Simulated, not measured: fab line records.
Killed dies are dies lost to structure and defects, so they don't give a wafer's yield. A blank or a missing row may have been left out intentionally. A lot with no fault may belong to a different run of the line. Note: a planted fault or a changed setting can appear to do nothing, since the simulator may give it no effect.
fab line records || flow sky130
record: {"lots": 15, "wafers": 45, "lastDay": 50}
route steps=708 shown LDD_LDN@300
lots that met no fault: taken from a fault-free run of the same line
startH: the number of hours between the record's first day and the start of the first shown wafer of the lot || waitH: how many hours have passed since the lot's step before this one || " unchanged from the row above || L1.1+2: a row that stands for several wafers || - no value, or no start was given || * or withheld: withheld || < > ~ a bound
route shown NAME@n: names a module that has steps shown in the file, with the first one's number in the route || usual: mean and standard deviation over wafers with no fault || same: alike in all rows || chamber/n: place in a boat || sites: the reading at each site || _std_site: the standard deviation of these || _edge_site: the outer-site mean with the inner-site mean subtracted || radiusMm: how far each site lies from the wafer's centre || mask NAME#n: copy n || behind: the most recent tool/chamber to have shaped the wafer || hold: reason for holding the lot/hours on hold/outcome of the hold || device: whichever transistor did not switch (one of n, p or np) || end of line: at the end of the route, the tests of the same wafers || a step without rows: its recipe alone || killed: the dies lost at the first sort to structure and to defects; this is not the yield of the wafer || map: per-die view of a wafer (x killed, . not killed, _ where there is no die)
set.NAME: the run value of the setting; set.NAME@STEP: its run value at that earlier step || model.NAME: the simulator's own value behind a step, which no gauge read
the route's steps for a sample of lots (tables are steps, rows are wafers)
services: the hour from which a tool's chamber was out of use, counted from the record's first day as startH (under 0 if before that day), plus the number of hours and why
== steps ==
step: SKY_LDD_LDN_IMPLANT_11
recipe: {"species": "As", "energyKev": 15, "doseCm2": 1.25e+13, "tiltDeg": "withheld", "rotationDeg": 293}
usual: {"beamEnergyKeV": "15.000/0.0045", "beamOnS": "10.00/0.21"}
{"lot.wafer": "L869.1", "tool": "implanter-03", "chamber": 0, "startH": 531.05, "waitH": 0.1, "beamEnergyKeV": 15.004, "beamOnS": 9.79}
{"lot.wafer": "L869.3", "tool": "implanter-03", "chamber": 0, "startH": 531.05, "waitH": 0.1, "beamEnergyKeV": 15.000, "beamOnS": 10.06}
{"lot.wafer": "L869.6", "tool": "implanter-03", "chamber": 0, "startH": 531.05, "waitH": 0.1, "beamEnergyKeV": 15.004, "beamOnS": 9.91}
{"lot.wafer": "L871.1", "tool": "implanter-01", "chamber": 0, "startH": 548.23, "waitH": 0.1, "beamEnergyKeV": 14.992, "beamOnS": 9.86}
{"lot.wafer": "L871.3", "tool": "implanter-01", "chamber": 0, "startH": 548.23, "waitH": 0.1, "beamEnergyKeV": 14.998, "beamOnS": 9.81}
{"lot.wafer": "L871.4", "tool": "implanter-01", "chamber": 0, "startH": 548.23, "waitH": 0.1, "beamEnergyKeV": 14.991, "beamOnS": 10.18}
{"lot.wafer": "L873.2", "tool": "implanter-01", "chamber": 0, "startH": 554.36, "waitH": 0.1, "beamEnergyKeV": 14.998, "beamOnS": 9.99}
{"lot.wafer": "L873.5", "tool": "implanter-01", "chamber": 0, "startH": 554.36, "waitH": 0.1, "beamEnergyKeV": 14.998, "beamOnS": 9.65}
{"lot.wafer": "L873.6", "tool": "implanter-01", "chamber": 0, "startH": 554.36, "waitH": 0.1, "beamEnergyKeV": 15.003, "beamOnS": 9.67}
{"lot.wafer": "L874.1", "tool": "implanter-04", "chamber": 0, "startH": 576.93, "waitH": 0.1, "beamEnergyKeV": 15.003, "beamOnS": 10.11}
{"lot.wafer": "L874.2", "tool": "implanter-04", "chamber": 0, "startH": 576.93, "waitH": 0.1, "beamEnergyKeV": 14.999, "beamOnS": 10.34}
{"lot.wafer": "L874.4", "tool": "implanter-04", "chamber": 0, "startH": 576.93, "waitH": 0.1, "beamEnergyKeV": 15.009, "beamOnS": 9.98}
{"lot.wafer": "L880.3", "tool": "implanter-04", "chamber": "-", "startH": 626.55, "waitH": 0.1, "beamEnergyKeV": "-", "beamOnS": "-"}
{"lot.wafer": "L880.4", "tool": "implanter-04", "chamber": "-", "startH": 626.55, "waitH": 0.1, "beamEnergyKeV": "-", "beamOnS": "-"}
{"lot.wafer": "L880.5", "tool": "implanter-04", "chamber": "-", "startH": 626.55, "waitH": 0.1, "beamEnergyKeV": "-", "beamOnS": "-"}
{"lot.wafer": "L881.1", "tool": "implanter-03", "chamber": "-", "startH": 628.69, "waitH": 0.1, "beamEnergyKeV": "-", "beamOnS": "-"}
{"lot.wafer": "L881.2", "tool": "implanter-03", "chamber": "-", "startH": 628.69, "waitH": 0.1, "beamEnergyKeV": "-", "beamOnS": "-"}
{"lot.wafer": "L881.6", "tool": "implanter-03", "chamber": "-", "startH": 628.69, "waitH": 0.1, "beamEnergyKeV": "-", "beamOnS": "-"}
{"lot.wafer": "L882.2", "tool": "implanter-03", "chamber": "-", "startH": 639.86, "waitH": 0.1, "beamEnergyKeV": "-", "beamOnS": "-"}
{"lot.wafer": "L882.3", "tool": "implanter-03", "chamber": "-", "startH": 639.86, "waitH": 0.1, "beamEnergyKeV": "-", "beamOnS": "-"}
{"lot.wafer": "L882.6", "tool": "implanter-03", "chamber": "-", "startH": 639.86, "waitH": 0.1, "beamEnergyKeV": "-", "beamOnS": "-"}
{"lot.wafer": "L884.1", "tool": "implanter-01", "chamber": 0, "startH": 658.89, "waitH": 0.1, "beamEnergyKeV": 14.992, "beamOnS": 10.02}
{"lot.wafer": "L884.2", "tool": "implanter-01", "chamber": 0, "startH": 658.89, "waitH": 0.1, "beamEnergyKeV": 14.993, "beamOnS": 10.02}
{"lot.wafer": "L884.6", "tool": "implanter-01", "chamber": 0, "startH": 658.89, "waitH": 0.1, "beamEnergyKeV": 14.991, "beamOnS": 9.79}
{"lot.wafer": "L885.2", "tool": "implanter-03", "chamber": 0, "startH": 668.41, "waitH": 0.1, "beamEnergyKeV": 14.998, "beamOnS": 9.90}
{"lot.wafer": "L885.3", "tool": "implanter-03", "chamber": 0, "startH": 668.41, "waitH": 0.1, "beamEnergyKeV": 14.997, "beamOnS": 10.13}
{"lot.wafer": "L885.6", "tool": "implanter-03", "chamber": 0, "startH": 668.41, "waitH": 0.1, "beamEnergyKeV": 15.002, "beamOnS": 10.52}
{"lot.wafer": "L886.1", "tool": "implanter-04", "chamber": 0, "startH": 684.38, "waitH": 0.1, "beamEnergyKeV": 14.999, "beamOnS": 9.81}
{"lot.wafer": "L886.2", "tool": "implanter-04", "chamber": 0, "startH": 684.38, "waitH": 0.1, "beamEnergyKeV": 14.998, "beamOnS": 10.13}
{"lot.wafer": "L886.6", "tool": "implanter-04", "chamber": 0, "startH": 684.38, "waitH": 0.1, "beamEnergyKeV": 14.995, "beamOnS": 10.40}
{"lot.wafer": "L887.2", "tool": "implanter-01", "chamber": 0, "startH": 684.80, "waitH": 0.1, "beamEnergyKeV": 15.000, "beamOnS": 10.01}
{"lot.wafer": "L887.4", "tool": "implanter-01", "chamber": 0, "startH": 684.80, "waitH": 0.1, "beamEnergyKeV": 14.999, "beamOnS": 9.67}
{"lot.wafer": "L887.5", "tool": "implanter-01", "chamber": 0, "startH": 684.80, "waitH": 0.1, "beamEnergyKeV": 14.992, "beamOnS": 9.95}
{"lot.wafer": "L888.1", "tool": "implanter-04", "chamber": 0, "startH": 684.98, "waitH": 0.1, "beamEnergyKeV": 15.001, "beamOnS": 10.04}
{"lot.wafer": "L888.3", "tool": "implanter-04", "chamber": 0, "startH": 684.98, "waitH": 0.1, "beamEnergyKeV": 14.995, "beamOnS": 9.59}
{"lot.wafer": "L888.4", "tool": "implanter-04", "chamber": 0, "startH": 684.98, "waitH": 0.1, "beamEnergyKeV": 15.001, "beamOnS": 9.84}
{"lot.wafer": "L889.3", "tool": "implanter-01", "chamber": 0, "startH": 691.08, "waitH": 0.1, "beamEnergyKeV": 15.002, "beamOnS": 9.96}
{"lot.wafer": "L889.5", "tool": "implanter-01", "chamber": 0, "startH": 691.08, "waitH": 0.1, "beamEnergyKeV": 15.007, "beamOnS": 10.17}
{"lot.wafer": "L889.6", "tool": "implanter-01", "chamber": 0, "startH": 691.08, "waitH": 0.1, "beamEnergyKeV": 15.005, "beamOnS": 10.04}
{"lot.wafer": "L891.1", "tool": "implanter-03", "chamber": 0, "startH": 707.15, "waitH": 0.1, "beamEnergyKeV": 15.001, "beamOnS": 9.72}
{"lot.wafer": "L891.3", "tool": "implanter-03", "chamber": 0, "startH": 707.15, "waitH": 0.1, "beamEnergyKeV": 15.003, "beamOnS": 9.87}
{"lot.wafer": "L891.6", "tool": "implanter-03", "chamber": 0, "startH": 707.15, "waitH": 0.1, "beamEnergyKeV": 15.002, "beamOnS": 9.85}
{"lot.wafer": "L892.2", "tool": "implanter-04", "chamber": 0, "startH": 719.06, "waitH": 0.1, "beamEnergyKeV": 14.992, "beamOnS": 10.11}
{"lot.wafer": "L892.3", "tool": "implanter-04", "chamber": 0, "startH": 719.06, "waitH": 0.1, "beamEnergyKeV": 14.993, "beamOnS": 9.94}
{"lot.wafer": "L892.4", "tool": "implanter-04", "chamber": 0, "startH": 719.06, "waitH": 0.1, "beamEnergyKeV": 14.993, "beamOnS": 10.36}
step: SKY_LDD_LDN_TW_MEAS_13
usual: {"LDD_LDN_TW": "1475/18"}
{"lot.wafer": "L869.1", "tool": "filmMetro-03", "chamber": "-", "startH": 531.30, "waitH": 0.1, "hold": "-", "LDD_LDN_TW": 1469}
{"lot.wafer": "L869.3", "tool": "filmMetro-03", "chamber": "-", "startH": 531.30, "waitH": 0.1, "hold": "-", "LDD_LDN_TW": 1461}
{"lot.wafer": "L869.6", "tool": "filmMetro-03", "chamber": "-", "startH": 531.30, "waitH": 0.1, "hold": "-", "LDD_LDN_TW": 1472}
{"lot.wafer": "L871.1", "tool": "filmMetro-02", "chamber": "-", "startH": 548.48, "waitH": 0.1, "hold": "-", "LDD_LDN_TW": 1453}
{"lot.wafer": "L871.3", "tool": "filmMetro-02", "chamber": "-", "startH": 548.48, "waitH": 0.1, "hold": "-", "LDD_LDN_TW": 1454}
{"lot.wafer": "L871.4", "tool": "filmMetro-02", "chamber": "-", "startH": 548.48, "waitH": 0.1, "hold": "-", "LDD_LDN_TW": 1443}
{"lot.wafer": "L873.2", "tool": "filmMetro-03", "chamber": "-", "startH": 554.60, "waitH": 0.1, "hold": "-", "LDD_LDN_TW": 1468}
{"lot.wafer": "L873.5", "tool": "filmMetro-03", "chamber": "-", "startH": 554.60, "waitH": 0.1, "hold": "-", "LDD_LDN_TW": 1476}
{"lot.wafer": "L873.6", "tool": "filmMetro-03", "chamber": "-", "startH": 554.60, "waitH": 0.1, "hold": "-", "LDD_LDN_TW": 1473}
{"lot.wafer": "L874.1", "tool": "filmMetro-04", "chamber": "-", "startH": 577.18, "waitH": 0.1, "hold": "-", "LDD_LDN_TW": 1509}
{"lot.wafer": "L874.2", "tool": "filmMetro-04", "chamber": "-", "startH": 577.18, "waitH": 0.1, "hold": "-", "LDD_LDN_TW": 1505}
{"lot.wafer": "L874.4", "tool": "filmMetro-04", "chamber": "-", "startH": 577.18, "waitH": 0.1, "hold": "-", "LDD_LDN_TW": 1505}
{"lot.wafer": "L880.3", "tool": "filmMetro-03", "chamber": "-", "startH": 626.77, "waitH": 0.1, "hold": "awaitDispo/0.2h/release", "LDD_LDN_TW": 1345}
{"lot.wafer": "L880.4", "tool": "filmMetro-03", "chamber": "-", "startH": 626.77, "waitH": 0.1, "hold": "awaitDispo/0.2h/release", "LDD_LDN_TW": 1354}
{"lot.wafer": "L880.5", "tool": "filmMetro-03", "chamber": "-", "startH": 626.77, "waitH": 0.1, "hold": "awaitDispo/0.2h/release", "LDD_LDN_TW": 1340}
{"lot.wafer": "L880.3", "tool": "filmMetro-03", "chamber": "-", "startH": 627.00, "waitH": 0.2, "hold": "-", "LDD_LDN_TW": 1349}
{"lot.wafer": "L880.4", "tool": "filmMetro-03", "chamber": "-", "startH": 627.00, "waitH": 0.2, "hold": "-", "LDD_LDN_TW": 1342}
{"lot.wafer": "L880.5", "tool": "filmMetro-03", "chamber": "-", "startH": 627.00, "waitH": 0.2, "hold": "-", "LDD_LDN_TW": 1345}
{"lot.wafer": "L881.1", "tool": "filmMetro-04", "chamber": "-", "startH": 628.94, "waitH": 0.1, "hold": "awaitDispo/0.2h/release", "LDD_LDN_TW": 1378}
{"lot.wafer": "L881.2", "tool": "filmMetro-04", "chamber": "-", "startH": 628.94, "waitH": 0.1, "hold": "awaitDispo/0.2h/release", "LDD_LDN_TW": 1382}
{"lot.wafer": "L881.6", "tool": "filmMetro-04", "chamber": "-", "startH": 628.94, "waitH": 0.1, "hold": "awaitDispo/0.2h/release", "LDD_LDN_TW": 1376}
{"lot.wafer": "L881.1", "tool": "filmMetro-04", "chamber": "-", "startH": 629.26, "waitH": 0.3, "hold": "-", "LDD_LDN_TW": 1382}
{"lot.wafer": "L881.2", "tool": "filmMetro-04", "chamber": "-", "startH": 629.26, "waitH": 0.3, "hold": "-", "LDD_LDN_TW": 1374}
{"lot.wafer": "L881.6", "tool": "filmMetro-04", "chamber": "-", "startH": 629.26, "waitH": 0.3, "hold": "-", "LDD_LDN_TW": 1377}
{"lot.wafer": "L882.2", "tool": "filmMetro-02", "chamber": "-", "startH": 640.10, "waitH": 0.1, "hold": "awaitDispo/0.2h/release", "LDD_LDN_TW": 1335}
{"lot.wafer": "L882.3", "tool": "filmMetro-02", "chamber": "-", "startH": 640.10, "waitH": 0.1, "hold": "awaitDispo/0.2h/release", "LDD_LDN_TW": 1338}
{"lot.wafer": "L882.6", "tool": "filmMetro-02", "chamber": "-", "startH": 640.10, "waitH": 0.1, "hold": "awaitDispo/0.2h/release", "LDD_LDN_TW": 1337}
{"lot.wafer": "L882.2", "tool": "filmMetro-02", "chamber": "-", "startH": 640.32, "waitH": 0.2, "hold": "-", "LDD_LDN_TW": 1337}
{"lot.wafer": "L882.3", "tool": "filmMetro-02", "chamber": "-", "startH": 640.32, "waitH": 0.2, "hold": "-", "LDD_LDN_TW": 1343}
{"lot.wafer": "L882.6", "tool": "filmMetro-02", "chamber": "-", "startH": 640.32, "waitH": 0.2, "hold": "-", "LDD_LDN_TW": 1340}
{"lot.wafer": "L884.1", "tool": "filmMetro-03", "chamber": "-", "startH": 659.14, "waitH": 0.1, "hold": "-", "LDD_LDN_TW": 1479}
{"lot.wafer": "L884.2", "tool": "filmMetro-03", "chamber": "-", "startH": 659.14, "waitH": 0.1, "hold": "-", "LDD_LDN_TW": 1473}
{"lot.wafer": "L884.6", "tool": "filmMetro-03", "chamber": "-", "startH": 659.14, "waitH": 0.1, "hold": "-", "LDD_LDN_TW": 1473}
{"lot.wafer": "L885.2", "tool": "filmMetro-03", "chamber": "-", "startH": 668.64, "waitH": 0.1, "hold": "-", "LDD_LDN_TW": 1487}
{"lot.wafer": "L885.3", "tool": "filmMetro-03", "chamber": "-", "startH": 668.64, "waitH": 0.1, "hold": "-", "LDD_LDN_TW": 1473}
{"lot.wafer": "L885.6", "tool": "filmMetro-03", "chamber": "-", "startH": 668.64, "waitH": 0.1, "hold": "-", "LDD_LDN_TW": 1474}
{"lot.wafer": "L886.1", "tool": "filmMetro-03", "chamber": "-", "startH": 684.63, "waitH": 0.1, "hold": "-", "LDD_LDN_TW": 1474}
{"lot.wafer": "L886.2", "tool": "filmMetro-03", "chamber": "-", "startH": 684.63, "waitH": 0.1, "hold": "-", "LDD_LDN_TW": 1472}
{"lot.wafer": "L886.6", "tool": "filmMetro-03", "chamber": "-", "startH": 684.63, "waitH": 0.1, "hold": "-", "LDD_LDN_TW": 1476}
{"lot.wafer": "L887.2", "tool": "filmMetro-02", "chamber": "-", "startH": 685.03, "waitH": 0.1, "hold": "-", "LDD_LDN_TW": 1453}
{"lot.wafer": "L887.4", "tool": "filmMetro-02", "chamber": "-", "startH": 685.03, "waitH": 0.1, "hold": "-", "LDD_LDN_TW": 1452}
{"lot.wafer": "L887.5", "tool": "filmMetro-02", "chamber": "-", "startH": 685.03, "waitH": 0.1, "hold": "-", "LDD_LDN_TW": 1452}
{"lot.wafer": "L888.1", "tool": "filmMetro-03", "chamber": "-", "startH": 685.23, "waitH": 0.1, "hold": "-", "LDD_LDN_TW": 1479}
{"lot.wafer": "L888.3", "tool": "filmMetro-03", "chamber": "-", "startH": 685.23, "waitH": 0.1, "hold": "-", "LDD_LDN_TW": 1476}
{"lot.wafer": "L888.4", "tool": "filmMetro-03", "chamber": "-", "startH": 685.23, "waitH": 0.1, "hold": "-", "LDD_LDN_TW": 1474}
{"lot.wafer": "L889.3", "tool": "filmMetro-03", "chamber": "-", "startH": 691.30, "waitH": 0.1, "hold": "-", "LDD_LDN_TW": 1478}
{"lot.wafer": "L889.5", "tool": "filmMetro-03", "chamber": "-", "startH": 691.30, "waitH": 0.1, "hold": "-", "LDD_LDN_TW": 1480}
{"lot.wafer": "L889.6", "tool": "filmMetro-03", "chamber": "-", "startH": 691.30, "waitH": 0.1, "hold": "-", "LDD_LDN_TW": 1476}
{"lot.wafer": "L891.1", "tool": "filmMetro-02", "chamber": "-", "startH": 707.40, "waitH": 0.1, "hold": "-", "LDD_LDN_TW": 1460}
{"lot.wafer": "L891.3", "tool": "filmMetro-02", "chamber": "-", "startH": 707.40, "waitH": 0.1, "hold": "-", "LDD_LDN_TW": 1461}
{"lot.wafer": "L891.6", "tool": "filmMetro-02", "chamber": "-", "startH": 707.40, "waitH": 0.1, "hold": "-", "LDD_LDN_TW": 1454}
{"lot.wafer": "L892.2", "tool": "filmMetro-02", "chamber": "-", "startH": 719.30, "waitH": 0.1, "hold": "-", "LDD_LDN_TW": 1453}
{"lot.wafer": "L892.3", "tool": "filmMetro-02", "chamber": "-", "startH": 719.30, "waitH": 0.1, "hold": "-", "LDD_LDN_TW": 1449}
{"lot.wafer": "L892.4", "tool": "filmMetro-02", "chamber": "-", "startH": 719.30, "waitH": 0.1, "hold": "-", "LDD_LDN_TW": 1457}
== services ==
{"tool": "implanter-03", "chamber": "-", "startH": 514.47, "hours": 2.1, "kind": "repair"}
{"tool": "implanter-03", "chamber": "-", "startH": 516.10, "hours": 4.0, "kind": "repair"}
{"tool": "implanter-03", "chamber": "-", "startH": 557.72, "hours": 2.2, "kind": "repair"}
{"tool": "implanter-01", "chamber": "-", "startH": 573.25, "hours": 3.6, "kind": "pm"}
{"tool": "implanter-03", "chamber": "-", "startH": 575.96, "hours": 3.6, "kind": "repair"}
{"tool": "implanter-03", "chamber": "-", "startH": 653.20, "hours": 3.7, "kind": "pm"}
{"tool": "implanter-04", "chamber": "-", "startH": 667.07, "hours": 15.7, "kind": "repair"}
{"tool": "implanter-03", "chamber": "-", "startH": 675.83, "hours": 10.9, "kind": "pm"}
{"tool": "implanter-03", "chamber": "-", "startH": 688.82, "hours": 0.9, "kind": "repair"}
{"tool": "implanter-03", "chamber": "-", "startH": 708.05, "hours": 1.1, "kind": "repair"}
== key ==
firstSign: {"step": "SKY_LDD_LDN_IMPLANT_11", "reading": "toolRecord", "direction": "missing"}
effect: {"step": "SKY_LDD_LDN_TW_MEAS_13", "reading": "visit", "direction": "added"}
effect: {"step": "SKY_LDD_LDN_TW_MEAS_13", "reading": "LDD_LDN_TW", "direction": "down", "sigmas": 6.8, "usual": 1475, "struck": 1354}
metAt SKY_LDD_LDN_IMPLANT_11
struckLots L880,L881,L882
laterRowsLeftOut L880.3,L880.4,L880.5,L881.1,L881.2,L881.6,L882.2,L882.3,L882.6
sortLeftOut L880.3,L880.4,L880.5,L881.1,L881.2,L881.6,L882.2,L882.3,L882.6
testerLeftOut L880,L881,L882
onsetBetween 576.93 626.55
fault: {"kind": "skippedStepWhole", "tool": "implanter-03,implanter-04", "chamber": "-", "onsetH": 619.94, "steps": "SKY_LDD_LDN_IMPLANT_11", "scope": "struckLotsOnly"}
testerLeftOut: of these lots the tester's yield and bins aren't shown, on N5 and GAA mostly nor the transistor test; their killed dies are dies lost to structure and defects alone, not to doping, threshold or leakage, so they don't give the yield
sortLeftOut: the simulated sort isn't trusted on such a fault, so these wafers' sort isn't shown, and their yield isn't known
laterRowsLeftOut: the simulator's readings of these wafers behind a module that went badly wrong aren't trusted and aren't shown, but for the sort
